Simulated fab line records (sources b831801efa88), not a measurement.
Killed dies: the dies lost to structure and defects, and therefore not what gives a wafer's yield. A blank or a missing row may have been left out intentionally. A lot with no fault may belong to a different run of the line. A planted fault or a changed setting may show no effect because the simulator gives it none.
Problem report in the 8D (eight disciplines) form, filled by code ; flow sky130 ; the parts of the form that need people (team, actions taken, sign-off) are left out

## 1. THE PROBLEM
Wafers without a fault read 119.99 C, standard deviation 0.13; prime temp c at SKY_VIA1_HMDS_05 reads a mean of 122.78 C on 6 wafers belonging to 2 lots. That puts it +21 standard deviations away from the usual mean.
The step: prime time 60 s.
First observed at day 38 03:32: wafer L231.2, on litho track-02. The record has a number at this step for 33 wafers belonging to 11 lots. Rule for "out", or "out of limits": more than 4 standard deviations from the usual mean. Any other wafer with a number is counted as sound.

## 2. WHAT IT IS, AND WHAT IT ISN'T
question;is;is not
which readings at this step;prime temp c;resist line temp C
which lots;L231, L232;L217, L220, L223, L226, L228, L234, L238, L239, L240
which wafers of those lots;all that have a number;-
read on which tools;litho track-02;litho track-01, litho track-04
when;from day 38 03:32;"up to then (15 sound wafers); but 12 sound wafers of L234, L238, L239, L240 came after"

## 3. SUSPECTS, AND WHAT RULES EACH OUT
Counting: any tool at a process step up to the reading is kept as a suspect provided that every lot that is out went through it and no sound lot did after the first of them.
- litho track-02 at SKY_VIA1_HMDS_05 (prime time 60 s): kept. It ran every lot that is out, first L231 (day 38 03:32), and no sound lot after that; its last sound lot up to then is L228 (day 36 23:01). Out on those wafers are its own readings of prime temp c.
Left after counting: litho track-02 at SKY_VIA1_HMDS_05.

## 4. THE CAUSE (what the simulator had put in)
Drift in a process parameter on litho track-02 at SKY_VIA1_HMDS_05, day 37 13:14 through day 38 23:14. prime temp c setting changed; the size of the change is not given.
The count eliminated every tool but this one.

## 5. SEQUENCE OF EFFECTS, ordered by route
One row per reading whose mean, taken over the struck wafers that have a number, lies over 3 standard deviations from the usual. Only readings for which the record gives a usual standard deviation are gone through. hours: the time from each lot's start at the first step in this table that gives one to its start at this step, as a median over the lots. sigmas: the change in usual standard deviations.
hours;step;reading;usual;on struck wafers;change;sigmas
0;SKY_VIA1_HMDS_05;prime temp c;119.99 C;122.78;+2.79;+21
Its process steps:
- SKY_VIA1_HMDS_05: prime time 60 s.

## 6. HOW IT WOULD HAVE BEEN CAUGHT EARLIER
The fault began at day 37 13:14; the first out-of-limits reading in this record came at day 38 03:32, 14 hours later.
